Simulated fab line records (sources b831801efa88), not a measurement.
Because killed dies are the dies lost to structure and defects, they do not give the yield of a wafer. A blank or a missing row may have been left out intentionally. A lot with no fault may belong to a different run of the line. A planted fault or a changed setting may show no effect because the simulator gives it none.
Which tool is to blame? || flow gf180mcu || Sampling: 13 lots, 39 wafers, 4 of 602 route steps

WHAT EACH GAUGE READ, for each wafer
GF_M1_THK_MEAS_06: measures by xrf. Usual: M1_ALCU_THK 441 nm, standard deviation 4.8.
{"lot": "L343", "measured": "day 15 21:56", "on": "film metro-04", "M1_ALCU_THK (nm)": "433 436 432", "flag": ""}
{"lot": "L344", "measured": "day 16 09:25", "on": "film metro-04", "M1_ALCU_THK (nm)": "441 445 438", "flag": ""}
{"lot": "L347", "measured": "day 17 12:31", "on": "film metro-02", "M1_ALCU_THK (nm)": "442 446 444", "flag": ""}
{"lot": "L348", "measured": "day 18 17:03", "on": "film metro-04", "M1_ALCU_THK (nm)": "446 445 442", "flag": ""}
{"lot": "L351", "measured": "day 19 02:00", "on": "film metro-04", "M1_ALCU_THK (nm)": "437 437 435", "flag": ""}
{"lot": "L352", "measured": "day 19 17:23", "on": "film metro-04", "M1_ALCU_THK (nm)": "435 435 433", "flag": ""}
{"lot": "L353", "measured": "day 19 17:43", "on": "film metro-02", "M1_ALCU_THK (nm)": "443 445 447", "flag": ""}
{"lot": "L354", "measured": "day 20 08:18", "on": "film metro-04", "M1_ALCU_THK (nm)": "441 440 440", "flag": ""}
{"lot": "L357", "measured": "day 21 16:19", "on": "film metro-02", "M1_ALCU_THK (nm)": "436 436 437", "flag": ""}
{"lot": "L363", "measured": "day 23 10:30", "on": "film metro-02", "M1_ALCU_THK (nm)": "434 437 446", "flag": ""}
{"lot": "L364", "measured": "day 24 01:23", "on": "film metro-04", "M1_ALCU_THK (nm)": "448 439 436", "flag": ""}
{"lot": "L365", "measured": "day 24 03:59", "on": "film metro-04", "M1_ALCU_THK (nm)": "437 439 445", "flag": ""}
{"lot": "L366", "measured": "day 24 11:39", "on": "film metro-02", "M1_ALCU_THK (nm)": "441 441 446", "flag": ""}

GF_V1_THK_MEAS_25: measures by xrf. Usual: V1_W_THK 364 nm, standard deviation 5.3.
{"lot": "L343", "measured": "day 17 21:04", "on": "film metro-03", "V1_W_THK (nm)": "368 368 366", "flag": ""}
{"lot": "L344", "measured": "day 18 09:47", "on": "film metro-01", "V1_W_THK (nm)": "367 364 368", "flag": ""}
{"lot": "L347", "measured": "day 19 13:55", "on": "film metro-01", "V1_W_THK (nm)": "362 362 367", "flag": ""}
{"lot": "L348", "measured": "day 20 19:07", "on": "film metro-04", "V1_W_THK (nm)": "360 360 359", "flag": ""}
{"lot": "L351", "measured": "day 21 04:34", "on": "film metro-03", "V1_W_THK (nm)": "366 369 369", "flag": ""}
{"lot": "L352", "measured": "day 21 20:31", "on": "film metro-01", "V1_W_THK (nm)": "373 367 367", "flag": ""}
{"lot": "L353", "measured": "day 21 21:06", "on": "film metro-04", "V1_W_THK (nm)": "363 362 363", "flag": ""}
{"lot": "L354", "measured": "day 22 09:44", "on": "film metro-04", "V1_W_THK (nm)": "359 360 361", "flag": ""}
{"lot": "L357", "measured": "day 23 16:25", "on": "film metro-03", "V1_W_THK (nm)": "376 362 364", "flag": ""}
{"lot": "L363", "measured": "day 25 12:42", "on": "film metro-04", "V1_W_THK (nm)": "361 369 365", "flag": ""}
{"lot": "L364", "measured": "day 25 22:11", "on": "film metro-04", "V1_W_THK (nm)": "364 368 369", "flag": ""}
{"lot": "L365", "measured": "day 26 00:20", "on": "film metro-04", "V1_W_THK (nm)": "372 363 362", "flag": ""}
{"lot": "L366", "measured": "day 26 12:04", "on": "film metro-03", "V1_W_THK (nm)": "368 367 362", "flag": ""}

TOOL THAT RAN EACH LOT (tool first, then ch and the chambers of the sampled wafers, then the start)
{"lot": "L343", "GF_MVPSD_EXPOSE_04": "iline stepper-01 ch 0, day 4 17:52", "GF_SAB_ETCH_11": "rie diel-01 ch 0,3, day 14 21:04"}
{"lot": "L344", "GF_MVPSD_EXPOSE_04": "iline stepper-02 ch 0, day 4 23:53", "GF_SAB_ETCH_11": "rie diel-04 ch 0,2, day 15 08:14"}
{"lot": "L347", "GF_MVPSD_EXPOSE_04": "iline stepper-01 ch 0, day 5 19:15", "GF_SAB_ETCH_11": "rie diel-04 ch 0,1,2, day 16 10:23"}
{"lot": "L348", "GF_MVPSD_EXPOSE_04": "iline stepper-02 ch 0, day 6 06:04", "GF_SAB_ETCH_11": "rie diel-01 ch 0,1, day 17 13:57"}
{"lot": "L351", "GF_MVPSD_EXPOSE_04": "iline stepper-01 ch 0, day 6 21:23", "GF_SAB_ETCH_11": "rie diel-04 ch 1,2, day 17 23:19"}
{"lot": "L352", "GF_MVPSD_EXPOSE_04": "iline stepper-02 ch 0, day 7 00:13", "GF_SAB_ETCH_11": "rie diel-03 ch 2,3, day 18 14:25"}
{"lot": "L353", "GF_MVPSD_EXPOSE_04": "iline stepper-02 ch 0, day 7 01:39", "GF_SAB_ETCH_11": "rie diel-01 ch 1,2,3, day 18 14:32"}
{"lot": "L354", "GF_MVPSD_EXPOSE_04": "iline stepper-02 ch 0, day 7 13:37", "GF_SAB_ETCH_11": "rie diel-01 ch 0,2,3, day 19 05:29"}
{"lot": "L357", "GF_MVPSD_EXPOSE_04": "iline stepper-01 ch 0, day 8 07:50", "GF_SAB_ETCH_11": "rie diel-01 ch 0,2, day 20 12:40"}
{"lot": "L363", "GF_MVPSD_EXPOSE_04": "iline stepper-01 ch 0, day 9 14:43", "GF_SAB_ETCH_11": "rie diel-04 ch 2,3, day 22 07:46"}
{"lot": "L364", "GF_MVPSD_EXPOSE_04": "iline stepper-02 ch 0, day 10 04:06", "GF_SAB_ETCH_11": "rie diel-04 ch 0,1,3, day 22 23:22"}
{"lot": "L365", "GF_MVPSD_EXPOSE_04": "iline stepper-02 ch 0, day 10 05:39", "GF_SAB_ETCH_11": "rie diel-04 ch 0,1,3, day 23 02:18"}
{"lot": "L366", "GF_MVPSD_EXPOSE_04": "iline stepper-02 ch 0, day 10 11:33", "GF_SAB_ETCH_11": "rie diel-03 ch 0,1,2, day 23 09:22"}
- GF_MVPSD_EXPOSE_04: exposes mask MVPSD, target cd 1000 nm.
- GF_SAB_ETCH_11: etches SiO2 in C4F8/O2/Ar, target depth 55 nm, time 8.5 s.

AS READ BY THE TOOLS THEMSELVES (means over the sampled wafers that have a number; for cases with no such wafer, the mark the record gives instead)
GF_SAB_ETCH_11. Usual: oes product au 0.996 a.u., standard deviation 0.0098.
{"lot": "L343", "tool": "rie diel-01", "oes product au (a.u.)": 0.989, "flag": ""}
{"lot": "L344", "tool": "rie diel-04", "oes product au (a.u.)": 0.997, "flag": ""}
{"lot": "L347", "tool": "rie diel-04", "oes product au (a.u.)": 0.992, "flag": ""}
{"lot": "L348", "tool": "rie diel-01", "oes product au (a.u.)": 0.994, "flag": ""}
{"lot": "L351", "tool": "rie diel-04", "oes product au (a.u.)": 1.003, "flag": ""}
{"lot": "L352", "tool": "rie diel-03", "oes product au (a.u.)": 0.990, "flag": ""}
{"lot": "L353", "tool": "rie diel-01", "oes product au (a.u.)": 0.997, "flag": ""}
{"lot": "L354", "tool": "rie diel-01", "oes product au (a.u.)": 0.998, "flag": ""}
{"lot": "L357", "tool": "rie diel-01", "oes product au (a.u.)": 1.000, "flag": ""}
{"lot": "L363", "tool": "rie diel-04", "oes product au (a.u.)": 0.992, "flag": ""}
{"lot": "L364", "tool": "rie diel-04", "oes product au (a.u.)": 0.993, "flag": ""}
{"lot": "L365", "tool": "rie diel-04", "oes product au (a.u.)": 1.001, "flag": ""}
{"lot": "L366", "tool": "rie diel-03", "oes product au (a.u.)": 0.997, "flag": ""}

THE ANSWER, worked out from the rows above alone
Rule: a lot is off if the mean of its wafers that have a number lies more than 3 standard deviations from the usual mean. A lot without any number at a reading at which 4 lots or more have one is off too. Any other lot the step has rows for is counted as sound. Order of review: gauges by route order, followed by the tools' own readings, for which a lot's mean as printed above is used. The first step at which some lot is off is used, and at that step the reading that is off furthest; a lot without a number counts as furthest.
Nothing can be told from this: no lot is off at any reading shown.

WHAT THE SIMULATOR HAD INSERTED
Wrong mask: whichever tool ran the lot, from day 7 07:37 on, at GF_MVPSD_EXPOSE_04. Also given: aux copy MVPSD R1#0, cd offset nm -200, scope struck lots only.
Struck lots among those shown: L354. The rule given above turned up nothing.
